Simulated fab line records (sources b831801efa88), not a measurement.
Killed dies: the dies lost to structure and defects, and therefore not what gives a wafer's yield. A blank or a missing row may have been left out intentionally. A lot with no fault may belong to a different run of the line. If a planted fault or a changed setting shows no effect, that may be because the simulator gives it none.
Tool commonality check -- flow gf180mcu -- Sampled: 14 lots, 42 wafers

WHY IT WAS OPENED
On 2 of the 14 lots, a flag is raised at GF_NSD_CD_MEAS_07 on the reading cd nm. Wafers without a fault read 399.8 nm, standard deviation 2.1.
Rule: a lot is flagged in two cases, either no wafer of it has a number, or all its wafers with numbers fall more than 4 standard deviations from that mean. As for the other lots, they are considered sound.

lot,measured,on,"cd nm (nm), wafer by wafer",flag
L472,day 13 08:43,cd sem-01,398.9 401.4 399.3,
L473,day 13 21:46,cd sem-01,399.8 400.2 400.5,
L474,day 14 06:24,cd sem-02,397.5 398.3 399.3,
L475,day 14 12:28,cd sem-02,402.6 400.9 400.6,
L476,day 14 17:48,cd sem-02,398.4 397.1 398.3,
L482,day 17 03:29,cd sem-02,296.6 300.0 298.1,FLAGGED
L484,day 17 14:22,cd sem-01,299.3 301.5 299.1,FLAGGED
L487,day 18 17:42,cd sem-02,401.3 397.2 400.3,
L488,day 19 00:54,cd sem-02,396.9 398.4 398.2,
L489,day 19 07:57,cd sem-02,398.0 396.2 398.3,
L491,day 19 22:28,cd sem-01,401.9 403.8 402.7,
L493,day 20 10:55,cd sem-02,397.7 398.7 395.8,
L494,day 21 00:10,cd sem-02,402.4 403.3 401.9,
L495,day 21 03:38,cd sem-02,401.7 402.5 400.7,
On average the flagged lots' numbers are 299.1 nm, which is -100.7 nm against the usual, or -48 standard deviations.

TOOL THAT RAN EACH LOT
The record holds 1 process step before the reading, out of a route of 602 steps. Each cell gives the tool, then ch followed by the chambers the sampled wafers passed through, then the start.
lot,flag,GF_NSD_DEVELOP_06
L472,,"litho track-01 ch 0, day 13 08:29"
L473,,"litho track-04 ch 0, day 13 21:37"
L474,,"litho track-01 ch 0, day 14 06:15"
L475,,"litho track-01 ch 0, day 14 12:20"
L476,,"litho track-04 ch 0, day 14 17:39"
L482,FLAGGED,"litho track-01 ch 0, day 17 03:21"
L484,FLAGGED,"litho track-01 ch 0, day 17 14:13"
L487,,"litho track-04 ch 0, day 18 17:33"
L488,,"litho track-04 ch 0, day 19 00:45"
L489,,"litho track-04 ch 0, day 19 07:48"
L491,,"litho track-01 ch 0, day 19 22:19"
L493,,"litho track-01 ch 0, day 20 10:46"
L494,,"litho track-03 ch 0, day 21 00:01"
L495,,"litho track-01 ch 0, day 21 03:30"
What the steps here do:
- GF_NSD_DEVELOP_06: develop time 60 s.
- GF_NSD_CD_MEAS_07: target cd 400 nm.

FLAGGED OVER TOTAL, TOOL BY TOOL (the gauges that took the reading come last)
step,tool,lots run,flagged,share of the flagged lots,sound lots run after its first flagged lot
GF_NSD_DEVELOP_06,litho track-01,8,2,all,"3 (L491,L493,L495)"
GF_NSD_DEVELOP_06,litho track-03,1,0,none,-
GF_NSD_DEVELOP_06,litho track-04,5,0,none,-
GF_NSD_CD_MEAS_07,cd sem-01,4,1,some,1 (L491)
GF_NSD_CD_MEAS_07,cd sem-02,10,1,some,"6 (L487,L488,L489,L493,L494,L495)"

WHAT IS ALLOWED BY THE TABLE
In the table, 1 row covers all flagged lots: litho track-01 at GF_NSD_DEVELOP_06.
- litho track-01 at GF_NSD_DEVELOP_06 ran 8 lots, 2 of them flagged. Lots that were sound ran on it after the first flagged one (L491, L493, L495); a persistent fault on the entire tool would not allow that.
There is no row in the table that ran each flagged lot and no sound lot after the first.

WHAT WAS PUT IN BY THE SIMULATOR
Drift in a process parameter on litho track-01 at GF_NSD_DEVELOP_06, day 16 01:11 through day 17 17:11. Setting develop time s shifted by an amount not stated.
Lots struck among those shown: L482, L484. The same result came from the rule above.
